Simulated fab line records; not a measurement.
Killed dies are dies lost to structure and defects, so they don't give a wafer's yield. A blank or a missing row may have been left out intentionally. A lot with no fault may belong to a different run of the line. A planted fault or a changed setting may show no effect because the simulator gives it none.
fab line records	flow gf180mcu
record lots=13	wafers=39	lastDay=34
route steps=602 shown VT_IMPLANT@109 POLY_GATE@167 CONTACT@314 M1@331
lots with no fault: from the same line, run without faults
startH: the number of hours between the record's first day and the start of the first shown wafer of the lot	waitH: hours from the lot's prior step to this one	" unchanged from the row above	L1.1+2: one row covering several wafers at once	- no value present, or no start provided	* or withheld: withheld	< > ~ a bound
route shown NAME@n: NAME is a module with steps in the file, n the number in the route of the first one	usual: mean and standard deviation over wafers with no fault	same: alike in all rows	chamber/n: place in a boat	sites: per-site readings	_std_site: standard deviation of those values	_edge_site: the outer-site mean with the inner-site mean subtracted	radiusMm: how far each site lies from the wafer's centre	mask NAME#n: copy n	behind: the tool/chamber that last shaped the wafer	hold: what put the lot on hold/how long, in hours/how the hold closed	device: which transistor (n, p or np) failed to switch	end of line: the same wafers' tests at the end of the route	a step given without rows: its recipe and nothing more	killed: not the wafer's yield, but the dies lost to structure and defects at the first sort	map: the dies of a wafer, with x for killed, . for not killed, _ for no die there
set.NAME: the run value of the setting; set.NAME@STEP: its run value at that earlier step	model.NAME: the simulator's own value behind a step, which no gauge read
the route's steps for a sample of lots (tables are steps, rows are wafers)
services: from which hour (startH, from the record's first day; less than 0 if before it) a tool's chamber was out of use, for how many hours, and why
## steps
# step GF_VT_IMPLANT_IMPLANT_19
# recipe species=As	energyKev=100	doseCm2=4.589e+12	tiltDeg=7
# usual faradayCurrentUA=25.9/0.47
lot.wafer	tool	chamber	startH	waitH	faradayCurrentUA
L467.2	implanter-04	0	122.78	0.0	25.2
L467.4	"	0	"	"	26.1
L467.6	"	0	"	"	26.5
L468.2	implanter-02	0	133.41	0.0	25.8
L468.3	"	0	"	"	25.7
L468.6	"	0	"	"	26.1
L470.1	implanter-02	0	141.94	0.0	25.5
L470.4	"	0	"	"	25.8
L470.6	"	0	"	"	25.8
L472.3	implanter-04	0	154.83	0.1	25.3
L472.5	"	0	"	"	25.8
L472.6	"	0	"	"	26.0
L473.3	implanter-02	0	162.56	0.1	25.8
L473.4	"	0	"	"	26.1
L473.6	"	0	"	"	26.2
L475.1	implanter-02	0	173.36	0.0	27.3
L475.2	"	0	"	"	25.8
L475.5	"	0	"	"	26.5
L477.1	implanter-04	0	189.23	0.0	26.3
L477.3	"	0	"	"	26.0
L477.5	"	0	"	"	25.8
L480.1	implanter-03	0	206.63	0.0	25.7
L480.3	"	0	"	"	25.4
L480.5	"	0	"	"	26.5
L483.2	implanter-02	0	230.03	0.0	25.8
L483.3	"	0	"	"	25.6
L483.5	"	0	"	"	25.8
L484.2	implanter-02	0	236.63	0.0	26.3
L484.4	"	0	"	"	25.5
L484.6	"	0	"	"	25.4
L485.2	implanter-02	0	240.71	0.0	25.0
L485.4	"	0	"	"	26.9
L485.6	"	0	"	"	26.2
L486.3	implanter-02	0	246.03	0.1	26.5
L486.4	"	0	"	"	25.3
L486.6	"	0	"	"	25.7
L488.1	implanter-03	0	259.85	0.0	25.8
L488.2	"	0	"	"	25.6
L488.3	"	0	"	"	26.2
# step GF_VT_IMPLANT_TW_MEAS_21
# usual VT_IMPLANT_2_TW=1235/11
lot.wafer	tool	chamber	startH	waitH	hold	VT_IMPLANT_2_TW
L467.2	filmMetro-01	-	123.02	0.1	-	1234
L467.4	"	-	"	"	-	1233
L467.6	"	-	"	"	-	1235
L468.2	filmMetro-04	-	133.65	0.1	-	1249
L468.3	"	-	"	"	-	1243
L468.6	"	-	"	"	-	1246
L470.1	filmMetro-04	-	142.19	0.1	-	1247
L470.4	"	-	"	"	-	1238
L470.6	"	-	"	"	-	1238
L472.3	filmMetro-01	-	155.05	0.1	-	1229
L472.5	"	-	"	"	-	1227
L472.6	"	-	"	"	-	1224
L473.3	filmMetro-02	-	162.78	0.1	-	1226
L473.4	"	-	"	"	-	1233
L473.6	"	-	"	"	-	1234
L475.1	filmMetro-04	-	173.61	0.1	-	1252
L475.2	"	-	"	"	-	1246
L475.5	"	-	"	"	-	1241
L477.1	filmMetro-01	-	189.48	0.1	-	1232
L477.3	"	-	"	"	-	1228
L477.5	"	-	"	"	-	1230
L480.1	filmMetro-04	-	206.88	0.1	-	1246
L480.3	"	-	"	"	-	1253
L480.5	"	-	"	"	-	1257
L483.2	filmMetro-01	-	230.27	0.1	awaitDispo/0.2h/release	1099
L483.3	"	-	"	"	awaitDispo/0.2h/release	1091
L483.5	"	-	"	"	awaitDispo/0.2h/release	1173
L483.2	filmMetro-01	-	230.53	0.3	-	1092
L483.3	"	-	"	"	-	1090
L483.5	"	-	"	"	-	1168
L484.2	filmMetro-01	-	236.87	0.1	awaitDispo/0.2h/release	1180
L484.4	"	-	"	"	awaitDispo/0.2h/release	1179
L484.6	"	-	"	"	awaitDispo/0.2h/release	1149
L484.2	filmMetro-01	-	237.09	0.2	-	1183
L484.4	"	-	"	"	-	1184
L484.6	"	-	"	"	-	1155
L485.2	filmMetro-01	-	240.94	0.1	awaitDispo/0.2h/release	1218
L485.4	"	-	"	"	awaitDispo/0.2h/release	1207
L485.6	"	-	"	"	awaitDispo/0.2h/release	1137
L485.2	filmMetro-01	-	241.17	0.2	-	1212
L485.4	"	-	"	"	-	1207
L485.6	"	-	"	"	-	1139
L486.3	filmMetro-02	-	246.25	0.1	awaitDispo/0.2h/release	1114
L486.4	"	-	"	"	awaitDispo/0.2h/release	1208
L486.6	"	-	"	"	awaitDispo/0.2h/release	1184
L486.3	filmMetro-02	-	246.48	0.2	-	1112
L486.4	"	-	"	"	-	1219
L486.6	"	-	"	"	-	1180
L488.1	filmMetro-01	-	260.10	0.1	-	1233
L488.2	"	-	"	"	-	1229
L488.3	"	-	"	"	-	1234
# step GF_POLY_GATE_CD_MEAS_10
# recipe targetCdNm=280
# usual cdNm=280.1/1
lot.wafer	tool	chamber	startH	waitH	cdNm
L467.2	cdSem-02	-	192.49	0.1	278.9
L467.4	"	-	"	"	279.4
L467.6	"	-	"	"	279.5
L468.2	cdSem-02	-	203.77	0.1	280.0
L468.3	"	-	"	"	281.2
L468.6	"	-	"	"	280.6
L470.1	cdSem-01	-	214.60	0.1	278.7
L470.4	"	-	"	"	279.0
L470.6	"	-	"	"	278.4
L472.3	cdSem-02	-	230.66	0.1	280.3
L472.5	"	-	"	"	280.8
L472.6	"	-	"	"	280.3
L473.3	cdSem-01	-	237.21	0.1	280.0
L473.4	"	-	"	"	280.0
L473.6	"	-	"	"	279.0
L475.1	cdSem-01	-	250.82	0.1	278.5
L475.2	"	-	"	"	278.3
L475.5	"	-	"	"	279.8
L477.1	cdSem-01	-	268.32	0.1	280.7
L477.3	"	-	"	"	279.9
L477.5	"	-	"	"	279.1
L480.1	cdSem-02	-	286.37	0.1	283.2
L480.3	"	-	"	"	282.4
L480.5	"	-	"	"	282.7
L483.2	cdSem-01	-	315.49	0.1	281.0
L483.3	"	-	"	"	280.0
L483.5	"	-	"	"	281.5
L484.2	cdSem-02	-	326.64	0.1	281.1
L484.4	"	-	"	"	280.4
L484.6	"	-	"	"	281.0
L486.3	cdSem-01	-	334.91	0.1	280.3
L486.4	"	-	"	"	281.1
L486.6	"	-	"	"	281.3
L485.2	cdSem-01	-	335.37	0.1	279.8
L485.4	"	-	"	"	280.2
L485.6	"	-	"	"	279.4
L488.1	cdSem-01	-	350.57	0.1	280.4
L488.2	"	-	"	"	280.1
L488.3	"	-	"	"	279.7
# step GF_CONTACT_CMP_27
# recipe stopOn=SiO2	downForcePsi=3.5	platenRpm=60	tOverpolishS=15	targetThkNm=0	padVelocityMS=0.94248
# usual motorCurrentA=11.1/0.79	overpolishRunS=15.001/0.0084	timeToEndpointS=71/3.7
lot.wafer	tool	chamber	startH	waitH	motorCurrentA	overpolishRunS	timeToEndpointS
L467.2	cmp-02	3	355.14	0.0	12.1	15.003	71
L467.4	"	0	"	"	11.9	15.000	73
L467.6	"	3	"	"	12.6	15.002	73
L468.3	cmp-01	0	368.46	0.1	11.2	15.007	72
L468.2	"	1	"	"	11.4	15.009	69
L468.6	"	2	"	"	10.9	14.989	64
L470.4	cmp-01	2	381.16	0.0	10.2	15.009	67
L470.1	"	3	"	"	10.7	15.009	68
L470.6	"	2	"	"	10.8	15.003	65
L472.3	cmp-01	3	404.89	0.0	11.0	14.993	69
L472.6	"	3	"	"	10.7	15.000	68
L472.5	"	0	"	"	11.0	15.004	73
L473.3	cmp-01	0	409.23	0.1	11.1	15.010	72
L473.4	"	1	"	"	11.5	14.995	69
L473.6	"	0	"	"	11.7	15.000	76
L475.1	cmp-02	0	427.83	0.1	11.2	15.018	71
L475.2	"	2	"	"	11.3	14.999	69
L475.5	"	0	"	"	11.8	14.989	70
L477.3	cmp-02	0	447.76	0.0	11.7	14.997	73
L477.1	"	2	"	"	11.3	15.002	72
L477.5	"	0	"	"	11.5	15.005	76
L480.1	cmp-02	2	481.66	0.1	10.4	15.012	75
L480.3	"	0	"	"	11.7	15.023	74
L480.5	"	2	"	"	11.3	14.988	77
L483.2	cmp-02	1	516.69	0.0	9.7	15.012	69
L483.3	"	3	"	"	11.7	15.006	67
L483.5	"	2	"	"	10.8	15.009	68
L484.2	cmp-01	0	530.65	0.0	11.2	15.001	74
L484.4	"	2	"	"	10.9	14.978	67
L484.6	"	1	"	"	11.3	15.007	67
L485.4	cmp-02	1	534.40	0.1	9.4	15.006	74
L485.2	"	3	"	"	11.7	14.998	73
L485.6	"	1	"	"	9.0	14.991	75
L486.3	cmp-02	0	537.55	0.1	11.8	15.002	70
L486.4	"	1	"	"	9.8	15.002	72
L486.6	"	3	"	"	12.3	14.999	71
L488.2	cmp-02	2	546.82	0.1	10.9	14.999	77
L488.1	"	3	"	"	11.8	15.001	70
L488.3	"	0	"	"	11.8	15.014	76
# step GF_M1_METAL_ETCH_16
# recipe chemistry=Cl2/BCl3	maskMaterial=KrF	targetDepthNm=750.8	stopOn=SiO2	pressureMtorr=8	icpW=826.2	biasW=140	Cl2_flow_sccm=80	bcl3FlowSccm=40	timeS=125.1
# usual drypumpMotorCurrentA=5.9/0.52	oesProductAu=0.997/0.0043	throttleValvePct=28.223/0.0086
lot.wafer	tool	chamber	startH	waitH	drypumpMotorCurrentA	oesProductAu	rfHoursCounterH	throttleValvePct
L467.2	rieMetal-04	0	378.15	0.0	6.6	0.992	2	28.224
L467.4	"	0	"	"	6.6	1.002	-	28.206
L467.6	"	1	"	"	6.3	1.001	-	28.204
L468.2	rieMetal-02	0	391.55	0.0	5.8	0.995	5	28.224
L468.3	"	0	"	"	5.8	0.994	-	28.238
L468.6	"	1	"	"	5.3	1.003	-	28.225
L470.1	rieMetal-01	1	404.65	0.0	5.4	0.994	4	28.217
L470.4	"	1	"	"	5.4	0.994	-	28.225
L470.6	"	0	"	"	5.5	0.995	-	28.228
L472.3	rieMetal-04	1	427.92	0.1	6.3	0.998	-	28.234
L472.5	"	0	"	"	6.6	0.996	-	28.218
L472.6	"	1	"	"	6.3	0.994	-	28.218
L473.3	rieMetal-02	1	433.59	0.1	5.2	1.004	-	28.225
L473.4	"	0	"	"	5.9	0.994	-	28.223
L473.6	"	1	"	"	5.2	0.995	-	28.227
L475.1	rieMetal-04	0	452.60	0.0	6.6	0.995	4	28.239
L475.2	"	1	"	"	6.2	0.994	11	28.212
L475.5	"	0	"	"	6.6	0.993	-	28.225
L477.1	rieMetal-01	0	473.20	0.0	5.4	0.995	16	28.231
L477.3	"	1	"	"	5.4	0.997	-	28.228
L477.5	"	0	"	"	5.4	0.992	-	28.211
L480.1	rieMetal-04	0	505.85	0.0	6.6	0.997	6	28.214
L480.3	"	1	"	"	6.3	0.993	-	28.238
L480.5	"	0	"	"	6.6	1.001	-	28.224
L483.2	rieMetal-04	0	540.41	0.1	6.6	0.992	-	28.228
L483.3	"	0	"	"	6.6	1.003	-	28.201
L483.5	"	0	"	"	6.6	1.002	-	28.215
L484.2	rieMetal-02	1	552.75	0.0	5.2	1.000	10	28.229
L484.4	"	0	"	"	5.9	0.996	-	28.212
L484.6	"	1	"	"	5.2	0.995	-	28.209
L485.2	rieMetal-01	0	557.45	0.0	5.5	0.996	2	28.224
L485.4	"	1	"	"	5.4	0.999	-	28.210
L485.6	"	0	"	"	5.5	0.991	-	28.227
L486.3	rieMetal-01	1	561.01	0.1	5.4	1.002	-	28.217
L486.4	"	0	"	"	5.5	1.005	-	28.225
L486.6	"	1	"	"	5.4	0.995	-	28.213
L488.1	rieMetal-04	0	569.30	0.0	6.6	0.997	8	28.224
L488.2	"	1	"	"	6.3	0.991	1	28.223
L488.3	"	0	"	"	6.6	1.001	-	28.229
## services
tool	chamber	startH	hours	kind
cmp-01	-	135.34	6.3	pm
cmp-01	-	152.45	2.0	repair
cmp-02	-	156.58	1.8	repair
cmp-01	-	158.06	4.9	repair
cmp-02	-	160.77	1.5	repair
cmp-01	-	162.02	1.0	repair
cmp-01	-	180.98	4.9	pm
implanter-02	-	210.45	2.3	repair
cmp-02	-	213.65	2.2	repair
cmp-01	-	232.00	4.0	pm
cmp-02	-	249.23	0.5	repair
cmp-02	-	252.05	3.2	repair
cmp-02	-	275.69	19.7	pm
rieMetal-04	0	288.29	7.9	repair
cmp-02	-	304.61	1.5	repair
implanter-02	-	322.56	7.7	repair
cmp-02	-	335.77	2.7	repair
implanter-02	-	336.15	2.7	pm
cmp-02	-	357.60	1.9	repair
cmp-02	-	385.44	5.2	pm
implanter-02	-	389.62	2.5	pm
cmp-02	-	404.00	4.0	pm
rieMetal-04	-	450.84	1.4	pm
implanter-02	-	453.12	11.3	pm
## key
firstSign step=GF_VT_IMPLANT_TW_MEAS_21	reading=visit	direction=added
effect step=GF_VT_IMPLANT_TW_MEAS_21	reading=VT_IMPLANT_2_TW	direction=down	sigmas=6.7	usual=1235	struck=1162	wafersMoved=11
metAt GF_VT_IMPLANT_IMPLANT_19
struckLots L483,L484,L485,L486
testerLeftOut L483,L484,L485,L486
notActingAt GF_POLY_GATE_CD_MEAS_10,GF_CONTACT_CMP_27,GF_M1_METAL_ETCH_16
onsetBetween 173.36 230.03
fault kind=processParameterDrift	tool=implanter-02	chamber=-	onsetH=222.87	steps=GF_VT_IMPLANT_IMPLANT_19	channel=tiltDeg	offset=-6.3498	spreadByWafer=0.3	shape=step	endH=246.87	actsIn=theseRecipesOnly	stated=7
# testerLeftOut: of these lots the tester's yield and bins aren't shown, on N5 and GAA mostly nor the transistor test; their killed dies are dies lost to structure and defects alone, not to doping, threshold or leakage, so they don't give the yield
